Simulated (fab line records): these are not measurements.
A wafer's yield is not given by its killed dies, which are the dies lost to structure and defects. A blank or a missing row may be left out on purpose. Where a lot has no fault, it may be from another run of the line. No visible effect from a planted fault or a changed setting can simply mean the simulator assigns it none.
2 desks, one fault -- flow sky130 -- what lay behind the numbers comes last; until then each desk has only its own

TOOL OWNER'S DESK, rie metal-04
The tool's own readings at SKY_METAL1_METAL_ETCH_19 (etches the open film in Cl2/BCl3, stops on SiO2, target depth 360 nm, time 78 s): means of the sampled wafers that have a number, for each lot that ran on this tool. The brackets show how far a lot's mean lies from the usual mean; more than 4 standard deviations puts the lot out of limits, marked OUT.
Columns: A = drypump motor current A at SKY_METAL1_METAL_ETCH_19, usual 5.7 A; B = he backside leak sccm at SKY_METAL1_METAL_ETCH_19, usual 3.29 sccm; C = oes product au at SKY_METAL1_METAL_ETCH_19, usual 0.855 a.u.; D = throttle valve pct at SKY_METAL1_METAL_ETCH_19, usual 22.264 %
lot,first seen here,A,B,C,D
L114,day 32 22:57,5.5,3.46,0.851,22.257
L118,day 34 06:00,5.7,3.45,0.852,22.267
L125,day 36 14:40,5.7,3.40,0.851,22.265
L126,day 36 18:16,5.5,3.26,0.853,22.267
L131,day 38 04:56,5.2,3.02,0.895 (+6.7) OUT,22.256
L133,day 38 21:34,5.7,3.56,0.893 (+6.4) OUT,22.269
This desk's verdict: out of limits on L131, L133, starting with L131 at day 38 04:56 (oes product au at SKY_METAL1_METAL_ETCH_19). In limits: L114, L118, L125, L126.

AT THE METROLOGY DESK
What the gauges read, lot by lot, whatever tool the lot ran on: means of the sampled wafers that have a number. The brackets show how far a lot's mean lies from the usual mean; more than 4 standard deviations puts the lot out of limits, marked OUT.
Columns: A = cd nm at SKY_CONTACT_CD_MEAS_14, usual 169.7 nm; B = METAL1_OVL at SKY_METAL1_OVL_MEAS_16, usual 2 nm
lot,first seen here,A,B
L114,day 31 18:49,169.5,11
L118,day 33 01:38,170.9,-0
L117,day 33 04:11,170.7,5
L124,day 35 00:04,168.4,-3
L125,day 35 10:09,168.1,11
L126,day 35 14:10,169.9,-0
L131,day 37 02:03,170.4,9
L133,day 37 18:19,167.6,-3
L135,day 38 04:19,170.3,3
L136,day 38 06:23,171.3,0
L137,day 38 18:11,173.1,-5
This desk's finding: nothing out of limits on any of the 11 lots.

ALL TOGETHER
An alarm could have come from the tool owner's desk at day 38 04:56, on L131, L133.
The metrology desk saw nothing out of limits.
The metrology desk has L131, L133 on record, within its limits.
All the named lots went through SKY_METAL1_METAL_ETCH_19 on rie metal-04.

WHAT THE SIMULATOR HAD PUT IN
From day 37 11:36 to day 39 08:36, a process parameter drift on rie metal-04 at SKY_METAL1_METAL_ETCH_19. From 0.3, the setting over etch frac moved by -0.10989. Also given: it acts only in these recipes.
Struck lots among those shown: L131, L133.
Delay in hours, fault start to first out-of-limits reading, by desk: the tool owner's desk at 17.
